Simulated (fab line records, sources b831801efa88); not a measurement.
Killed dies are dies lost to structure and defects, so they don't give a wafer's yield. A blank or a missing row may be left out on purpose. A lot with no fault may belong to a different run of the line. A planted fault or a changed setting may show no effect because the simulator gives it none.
fab line records -- flow gf180mcu
[record] lots = 11, wafers = 33, last-day = 34
route steps=602 shown M4@473 V4@487
lots with no fault: from the same line, run without faults
start-h: hours from the record's opening day to when the first of the lot's shown wafers began -- wait-h: time in hours since the lot's previous step -- " unchanged from the row above -- L1.1+2: several wafers, shown together as one row -- - no value present, or no start provided -- * or withheld: withheld -- < > ~ a bound
route shown NAME@n: NAME is a module with steps in the file, n the number in the route of the first one -- usual: mean/standard deviation taken from wafers without a fault -- same: alike in all rows -- chamber/n: place in a boat -- sites: each site's reading -- _std_site: the values' standard deviation -- _edge_site: the outer-site mean with the inner-site mean subtracted -- radius-mm: for every site, how far away it sits from the centre of the wafer -- mask NAME#n: copy n -- behind: tool/chamber where the wafer was last shaped -- hold: reason for holding the lot/hours on hold/outcome of the hold -- device: which transistor (n, p or np) failed to switch -- end of line: tests run on the same wafers once the route is complete -- a step given without rows: its recipe and nothing more -- killed: count of dies lost to structure and defects at first sort (not the wafer's yield) -- map: dies across one wafer; x = killed, . = not, _ = none there
set.NAME: the run value of the setting; set.NAME@STEP: its run value at that earlier step -- model.NAME: the simulator's own value behind a step, which no gauge read
the route's steps for a sample of lots (tables are steps, rows are wafers)
services: from which hour (start-h, from the record's first day; less than 0 if before it) a tool's chamber was out of use, for how many hours, and why
[[steps]]
[step GF_M4_STRIP_17]
[recipe] chemistry = O2/N2, power-w = 1400, pressure-mtorr = 1500, platen-temp-c = 250, o2-flow-sccm = 3000, n2-flow-sccm = 300, overash-fraction = 0.5
[usual] drypump-motor-current-A = 5.5/0.39, heater-power-w = 320/36, oes-product-au = 0.559/0.0058, strip-time-to-endpoint-s = 7.88/0.067
lot.wafer,tool,chamber,start-h,wait-h,drypump-motor-current-A,heater-power-w,oes-product-au,rf-hours-counter-h,strip-time-to-endpoint-s
L177.2,plasma-asher-01,1,541.63,0.1,6.2,295,0.563,96,7.94
L177.3,plasma-asher-01,0,541.63,0.1,5.7,386,0.555,-,7.82
L177.6,plasma-asher-01,0,541.63,0.1,5.7,386,0.573,-,7.92
L179.4,plasma-asher-02,0,564.49,0.1,5.6,347,0.554,-,7.91
L179.5,plasma-asher-02,0,564.49,0.1,5.6,351,0.559,-,7.92
L179.6,plasma-asher-02,1,564.49,0.1,5.0,292,0.560,-,7.92
L180.1,plasma-asher-01,0,570.12,0.2,5.7,380,0.551,99,7.87
L180.3,plasma-asher-01,0,570.12,0.2,5.7,384,0.565,-,7.90
L180.5,plasma-asher-01,0,570.12,0.2,5.7,386,0.553,-,7.87
L181.2,plasma-asher-02,1,584.71,0.1,5.0,294,0.557,76,7.77
L181.5,plasma-asher-02,1,584.71,0.1,5.0,296,0.556,-,7.73
L181.6,plasma-asher-02,0,584.71,0.1,5.6,356,0.553,-,7.91
L184.2,plasma-asher-04,1,598.71,0.1,5.3,312,0.560,51,7.85
L184.3,plasma-asher-04,1,598.71,0.1,5.3,306,0.559,-,7.95
L184.4,plasma-asher-04,0,598.71,0.1,5.5,276,0.567,-,7.90
L185.2,plasma-asher-02,0,610.24,0.1,5.6,341,0.559,79,7.83
L185.5,plasma-asher-02,1,610.24,0.1,4.9,299,0.561,-,7.82
L185.6,plasma-asher-02,0,610.24,0.1,5.6,355,0.553,-,7.88
L190.1,plasma-asher-04,1,642.51,0.1,5.3,303,0.566,57,7.89
L190.2,plasma-asher-04,0,642.51,0.1,5.5,281,0.561,57,7.92
L190.6,plasma-asher-04,1,642.51,0.1,5.3,310,0.568,-,7.92
L192.3,plasma-asher-01,1,654.49,0.1,6.2,288,0.561,-,7.82
L192.4,plasma-asher-01,0,654.49,0.1,5.7,383,0.571,-,7.95
L192.6,plasma-asher-01,1,654.49,0.1,6.2,299,0.560,-,7.99
L193.2,plasma-asher-01,1,664.75,0.1,6.2,292,0.551,107,7.76
L193.3,plasma-asher-01,1,664.75,0.1,6.2,291,0.549,-,7.75
L193.4,plasma-asher-01,0,664.75,0.1,5.7,376,0.557,-,7.91
L198.2,plasma-asher-02,1,697.46,0.1,5.0,292,0.561,88,7.79
L198.3,plasma-asher-02,1,697.46,0.1,5.0,306,0.556,-,7.76
L198.4,plasma-asher-02,0,697.46,0.1,5.6,346,0.561,-,7.90
L199.3,plasma-asher-02,0,702.58,0.1,5.6,349,0.554,-,7.77
L199.4,plasma-asher-02,1,702.58,0.1,4.9,304,0.555,-,7.85
L199.5,plasma-asher-02,0,702.58,0.1,5.6,351,0.547,-,7.76
[step GF_V4_EXPOSE_11]
[recipe] mask-id = Via4, target-cd-nm = 260, na = 0.68, source-shape = conventional, sigma-outer = 0.6, dose-mj = 38
[usual] reticle-temp-C = 22.99/0.11
lot.wafer,tool,chamber,start-h,wait-h,mask,reticle-temp-C
L177.2,krf-scanner-01,0,553.58,-,Via4#0,22.91
L177.3,krf-scanner-01,0,553.58,-,Via4#0,22.92
L177.6,krf-scanner-01,0,553.58,-,Via4#0,22.86
L179.4,krf-scanner-02,0,576.16,-,Via4#0,23.03
L179.5,krf-scanner-02,0,576.16,-,Via4#0,22.96
L179.6,krf-scanner-02,0,576.16,-,Via4#0,22.93
L180.1,krf-scanner-02,0,581.96,-,Via4#0,23.07
L180.3,krf-scanner-02,0,581.96,-,Via4#0,23.05
L180.5,krf-scanner-02,0,581.96,-,Via4#0,23.05
L181.2,krf-scanner-02,0,596.35,-,Via4#0,23.08
L181.5,krf-scanner-02,0,596.35,-,Via4#0,23.15
L181.6,krf-scanner-02,0,596.35,-,Via4#0,23.11
L184.2,krf-scanner-02,0,611.05,-,Via4#0,22.89
L184.3,krf-scanner-02,0,611.05,-,Via4#0,22.92
L184.4,krf-scanner-02,0,611.05,-,Via4#0,23.07
L185.2,krf-scanner-01,0,621.65,-,Via4#0,22.93
L185.5,krf-scanner-01,0,621.65,-,Via4#0,23.10
L185.6,krf-scanner-01,0,621.65,-,Via4#0,23.00
L190.1,krf-scanner-01,0,654.40,-,Via4#0,23.00
L190.2,krf-scanner-01,0,654.40,-,Via4#0,22.94
L190.6,krf-scanner-01,0,654.40,-,Via4#0,22.92
L192.3,krf-scanner-02,0,664.99,-,Via4#0,23.12
L192.4,krf-scanner-02,0,664.99,-,Via4#0,22.99
L192.6,krf-scanner-02,0,664.99,-,Via4#0,22.91
L193.2,krf-scanner-02,0,675.49,-,Via4#0,23.14
L193.3,krf-scanner-02,0,675.49,-,Via4#0,23.01
L193.4,krf-scanner-02,0,675.49,-,Via4#0,22.99
L198.2,krf-scanner-01,0,707.75,-,Via4#0,23.13
L198.3,krf-scanner-01,0,707.75,-,Via4#0,22.92
L198.4,krf-scanner-01,0,707.75,-,Via4#0,23.06
L199.3,krf-scanner-01,0,712.94,-,Via4#0,22.89
L199.4,krf-scanner-01,0,712.94,-,Via4#0,23.02
L199.5,krf-scanner-01,0,712.94,-,Via4#0,22.95
[step GF_V4_OVL_MEAS_15]
[usual] V4_OVL = 0/5.7
lot.wafer,tool,chamber,start-h,wait-h,hold,V4_OVL[nm]
L177.2,overlay-02,-,565.08,0.1,-,4
L177.3,overlay-02,-,565.08,0.1,-,-5
L177.6,overlay-02,-,565.08,0.1,-,-2
L179.4,overlay-01,-,587.46,0.1,-,10
L179.5,overlay-01,-,587.46,0.1,-,9
L179.6,overlay-01,-,587.46,0.1,-,1
L180.1,overlay-01,-,592.60,0.1,-,-2
L180.3,overlay-01,-,592.60,0.1,-,-1
L180.5,overlay-01,-,592.60,0.1,-,1
L181.2,overlay-01,-,607.50,0.1,-,2
L181.5,overlay-01,-,607.50,0.1,-,8
L181.6,overlay-01,-,607.50,0.1,-,4
L184.2,overlay-02,-,620.95,0.1,-,-3
L184.3,overlay-02,-,620.95,0.1,-,-2
L184.4,overlay-02,-,620.95,0.1,-,-2
L185.2,overlay-02,-,631.98,0.1,-,9
L185.5,overlay-02,-,631.98,0.1,-,7
L185.6,overlay-02,-,631.98,0.1,-,7
L190.1,overlay-02,-,664.03,0.1,-,-6
L190.2,overlay-02,-,664.03,0.1,-,0
L190.6,overlay-02,-,664.03,0.1,-,-3
L192.3,overlay-02,-,674.64,0.1,await-dispo/0.2h/release,31
L192.4,overlay-02,-,674.64,0.1,await-dispo/0.2h/release,35
L192.6,overlay-02,-,674.64,0.1,await-dispo/0.2h/release,29
L192.3,overlay-02,-,674.84,0.2,-,27
L192.4,overlay-02,-,674.84,0.2,-,33
L192.6,overlay-02,-,674.84,0.2,-,27
L193.2,overlay-02,-,684.38,0.1,await-dispo/0.2h/release,40
L193.3,overlay-02,-,684.38,0.1,await-dispo/0.2h/release,48
L193.4,overlay-02,-,684.38,0.1,await-dispo/0.2h/release,37
L193.2,overlay-02,-,684.58,0.2,-,37
L193.3,overlay-02,-,684.58,0.2,-,43
L193.4,overlay-02,-,684.58,0.2,-,35
L198.2,overlay-01,-,717.30,0.1,-,9
L198.3,overlay-01,-,717.30,0.1,-,10
L198.4,overlay-01,-,717.30,0.1,-,7
L199.3,overlay-02,-,721.71,0.1,-,-6
L199.4,overlay-02,-,721.71,0.1,-,-7
L199.5,overlay-02,-,721.71,0.1,-,-5
[step GF_V4_ETCH_17]
[recipe] chemistry = C4F8/O2/Ar, mask-material = KrF, target = SiO2, stop-on = TiN, source-w = 1500, bias-w = 1200, pressure-mtorr = 40, c4f8-flow-sccm = withheld, O2_flow_sccm = 6, Ar_flow_sccm = 300, time-s = withheld, target-depth-a = 6300
[usual] bias-w = 1200/3.5, oes-product-au = 0.856/0.0045
lot.wafer,tool,chamber,start-h,wait-h,bias-w,oes-product-au
L177.2,rie-diel-04,0,-,-,1201,0.856
L177.3,rie-diel-04,2,-,-,1198,0.856
L177.6,rie-diel-04,2,-,-,1200,0.861
L179.4,rie-diel-01,2,-,-,1206,0.848
L179.5,rie-diel-01,2,-,-,1197,0.859
L179.6,rie-diel-01,3,-,-,1197,0.854
L180.1,rie-diel-02,3,-,-,1203,0.853
L180.3,rie-diel-02,1,-,-,1195,0.853
L180.5,rie-diel-02,1,-,-,1200,0.857
L181.2,rie-diel-02,3,-,-,1199,0.847
L181.5,rie-diel-02,0,-,-,1199,0.857
L181.6,rie-diel-02,3,-,-,1205,0.862
L184.2,rie-diel-01,1,-,-,1200,0.852
L184.3,rie-diel-01,0,-,-,1196,0.861
L184.4,rie-diel-01,2,-,-,1199,0.854
L185.2,rie-diel-02,3,-,-,1200,0.854
L185.5,rie-diel-02,3,-,-,1200,0.858
L185.6,rie-diel-02,0,-,-,1208,0.858
L190.1,rie-diel-02,1,-,-,1201,0.861
L190.2,rie-diel-02,3,-,-,1206,0.855
L190.6,rie-diel-02,1,-,-,1200,0.857
L192.3,rie-diel-02,2,-,-,1197,0.847
L192.4,rie-diel-02,0,-,-,1204,0.848
L192.6,rie-diel-02,3,-,-,1198,0.853
L193.2,rie-diel-02,3,-,-,1198,0.854
L193.3,rie-diel-02,0,-,-,1201,0.848
L193.4,rie-diel-02,1,-,-,1198,0.857
L198.2,rie-diel-04,2,-,-,1201,0.857
L198.3,rie-diel-04,1,-,-,1201,0.860
L198.4,rie-diel-04,3,-,-,1206,0.864
L199.3,rie-diel-02,2,-,-,1201,0.858
L199.4,rie-diel-02,0,-,-,1195,0.860
L199.5,rie-diel-02,1,-,-,1204,0.863
[step GF_V4_SPUTTER_21]
[recipe] material = Ti, target-thk-nm = 15, chamber-pressure-pa = 5, power-w = 2500, substrate-temp-c = 200, time-s = 80.02
[usual] chamber-pressure-pa = 5.000/0.0092, throttle-valve-pct = 30.3/1.3
lot.wafer,tool,chamber,start-h,wait-h,chamber-pressure-pa,throttle-valve-pct
L177.2,pvd-sputter-04,-,565.88,0.0,4.982,28.1
L177.3,pvd-sputter-04,-,565.88,0.0,4.984,32.3
L177.6,pvd-sputter-04,-,565.88,0.0,4.998,29.6
L179.4,pvd-sputter-04,-,588.14,0.0,4.993,31.4
L179.5,pvd-sputter-04,-,588.14,0.0,5.016,29.3
L179.6,pvd-sputter-04,-,588.14,0.0,4.997,31.3
L180.1,pvd-sputter-04,-,593.29,0.0,4.992,32.3
L180.3,pvd-sputter-04,-,593.29,0.0,5.007,29.4
L180.5,pvd-sputter-04,-,593.29,0.0,5.001,28.2
L181.2,pvd-sputter-02,-,608.19,0.0,5.016,29.3
L181.5,pvd-sputter-02,-,608.19,0.0,4.992,30.1
L181.6,pvd-sputter-02,-,608.19,0.0,5.005,29.1
L184.2,pvd-sputter-01,-,621.64,0.0,4.981,30.2
L184.3,pvd-sputter-01,-,621.64,0.0,4.992,29.2
L184.4,pvd-sputter-01,-,621.64,0.0,5.003,30.7
L185.2,pvd-sputter-04,-,632.67,0.0,5.008,32.3
L185.5,pvd-sputter-04,-,632.67,0.0,5.000,31.6
L185.6,pvd-sputter-04,-,632.67,0.0,5.008,27.6
L190.1,pvd-sputter-04,-,664.72,0.0,4.986,31.8
L190.2,pvd-sputter-04,-,664.72,0.0,4.993,28.0
L190.6,pvd-sputter-04,-,664.72,0.0,4.992,32.4
L192.3,pvd-sputter-02,-,678.52,0.0,5.002,31.2
L192.4,pvd-sputter-02,-,678.52,0.0,4.993,30.5
L192.6,pvd-sputter-02,-,678.52,0.0,4.997,29.1
L193.2,pvd-sputter-02,-,689.87,0.0,5.014,30.4
L193.3,pvd-sputter-02,-,689.87,0.0,5.011,29.1
L193.4,pvd-sputter-02,-,689.87,0.0,4.994,31.2
L198.2,pvd-sputter-04,-,717.99,0.0,4.995,32.5
L198.3,pvd-sputter-04,-,717.99,0.0,4.985,29.8
L198.4,pvd-sputter-04,-,717.99,0.0,5.013,32.1
L199.3,pvd-sputter-02,-,722.39,0.0,4.996,30.0
L199.4,pvd-sputter-02,-,722.39,0.0,5.002,31.1
L199.5,pvd-sputter-02,-,722.39,0.0,5.005,31.0
[[services]]
tool,chamber,start-h,hours,kind
krf-scanner-02,-,525.67,1.0,pm
rie-diel-02,0,530.14,7.7,repair
rie-diel-02,1,538.83,3.5,repair
krf-scanner-01,-,545.26,6.4,repair
krf-scanner-01,-,547.32,0.3,repair
krf-scanner-01,-,551.67,1.0,pm
rie-diel-02,-,556.08,14.6,pm
plasma-asher-02,-,557.60,2.5,repair
pvd-sputter-04,-,559.59,5.6,repair
rie-diel-02,3,570.97,18.2,repair
krf-scanner-01,-,581.99,1.4,repair
krf-scanner-02,-,589.84,0.3,repair
plasma-asher-01,-,599.31,29.1,pm
krf-scanner-01,-,606.92,0.8,pm
krf-scanner-01,-,628.00,0.4,repair
rie-diel-02,-,637.13,0.1,repair
krf-scanner-02,-,637.57,0.8,pm
krf-scanner-01,-,669.06,1.3,pm
krf-scanner-02,-,677.74,1.3,pm
rie-diel-02,3,694.07,3.6,repair
krf-scanner-02,-,694.67,1.0,pm
pvd-sputter-04,-,710.24,6.1,repair
krf-scanner-01,-,714.36,3.6,pm
krf-scanner-01,-,717.95,1.0,pm
[[key]]
[first-sign] step = GF_V4_OVL_MEAS_15, reading = visit, direction = added
[effect] step = GF_V4_OVL_MEAS_15, reading = V4_OVL, direction = up, sigmas = 6.5, usual = 0, struck = 37
met-at GF_V4_EXPOSE_11
struck-lots L192,L193
not-acting-at GF_M4_STRIP_17,GF_V4_ETCH_17,GF_V4_SPUTTER_21
onset-between 611.05 664.99
[fault] kind = scanner-matching-overlay, tool = krf-scanner-02, chamber = -, onset-h = 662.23, steps = GF_V4_EXPOSE_11, offset = 38.25
